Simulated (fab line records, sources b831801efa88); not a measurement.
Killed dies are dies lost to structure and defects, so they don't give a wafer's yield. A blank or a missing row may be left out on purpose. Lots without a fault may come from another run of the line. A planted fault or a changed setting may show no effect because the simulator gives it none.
A struck lot beside a sound one | flow sky130 | 15 steps out of a route of 708
Sound: wafers L720.1, L720.2, L720.3. Struck: wafers L730.1, L730.2, L730.3. The cause comes at the end.
At each step with rows: each side's tool, then ch and its chambers, then its first start. Under that, the readings that differ: sound wafers | struck wafers | difference of the means | sigmas: that difference in standard deviations of wafers without a fault.
alike: readings whose means differ by less than 2 such deviations, and words and numbers that are the same on both sides. not compared: withheld readings, readings that some wafer has no value for, bounds like >300 that may hide the same value, and numbers for which the record gives no deviation and whose values overlap.
The two part at a step that has a row with sigmas, a row that says differs or no value, or rows on one side only. Numbers that don't overlap but have no deviation are shown without sigmas and don't part them. A reading that every wafer of one side lacks parts them only if that side has two wafers or more.

first, 5 steps without rows for these wafers: SKY_SD_P_COAT_02 (resist thk 1140 nm); SKY_SD_P_SOFTBAKE_03 (time 60 s); SKY_SD_P_EXPOSE_04 (exposes mask PSDM, target cd 380 nm); SKY_SD_P_PEB_05; SKY_SD_P_DEVELOP_06 (develop time 60 s).
SKY_SD_P_CD_MEAS_07: target cd 380 nm.
  sound on cd_sem-01, day 26 00:52; struck on cd_sem-02, day 29 23:41
  alike: cd_nm
SKY_SD_P_OVL_MEAS_08:
  sound on overlay-02, day 26 00:59; struck on overlay-02, day 30 10:11
  alike: SD_P_OVL
then, 1 step without rows for these wafers: SKY_SD_P_IMPLANT_09.
SKY_SD_P_STRIP_10: strips in O2/N2.
  sound on plasma_asher-01 ch 0,1, day 26 01:10; struck on plasma_asher-01 ch 0,1, day 30 10:44
  alike: drypump_motor_current_A, oes_product_au, strip_time_to_endpoint_s
  not compared: rf_hours_counter_h
SKY_SD_P_TW_MEAS_11:
  sound on film_metro-03, day 26 01:16; struck on film_metro-01, day 30 10:50
  alike: SD_P_TW
then, 2 steps without rows for these wafers: SKY_RES_XHIGH_DEHYDRATE_00 (time 60 s); SKY_RES_XHIGH_HMDS_01 (prime time 60 s).
SKY_RES_XHIGH_COAT_02: resist thk 1140 nm.
  sound on litho_track-03 ch 0, day 26 15:43; struck on litho_track-04, day 30 15:13
  no value came back on the struck wafers for chill_plate_temp_C (C), dispense_pressure_kPa (kPa); on the sound wafers chill_plate_temp_C (C) reads 22.96 22.95 22.94
then, 1 step without rows for these wafers: SKY_RES_XHIGH_SOFTBAKE_03 (time 60 s).
-- the record jumps here: 18 days lie between the struck wafers' starts before and after (it left off in module RES_XHIGH and takes up again in module PAD_OPEN, whose first step shown is number 708 of the route) --
SKY_PAD_OPEN_PROBE_99:
  sound on prober-01, day 46 17:43; struck on prober-01, day 48 20:51
  reading         | sound    | struck      | difference | sigmas
  killed_at_other | 0 0 0    | 406 402 400 | +403       | +99 or more
  killed_dies     | 89 73 85 | 492 492 492 | +410       | +44
  killed_on_rim   | 17 19 17 | 96 96 96    | +78        | +21
  alike: killed_at_M0_to_M3, killed_at_M4_up, killed_at_contacts, killed_at_front_end, killed_open, killed_short

WHERE THEY PART
First at SKY_RES_XHIGH_COAT_02; last, within this record, at SKY_PAD_OPEN_PROBE_99.

WHY: what the simulator had put in
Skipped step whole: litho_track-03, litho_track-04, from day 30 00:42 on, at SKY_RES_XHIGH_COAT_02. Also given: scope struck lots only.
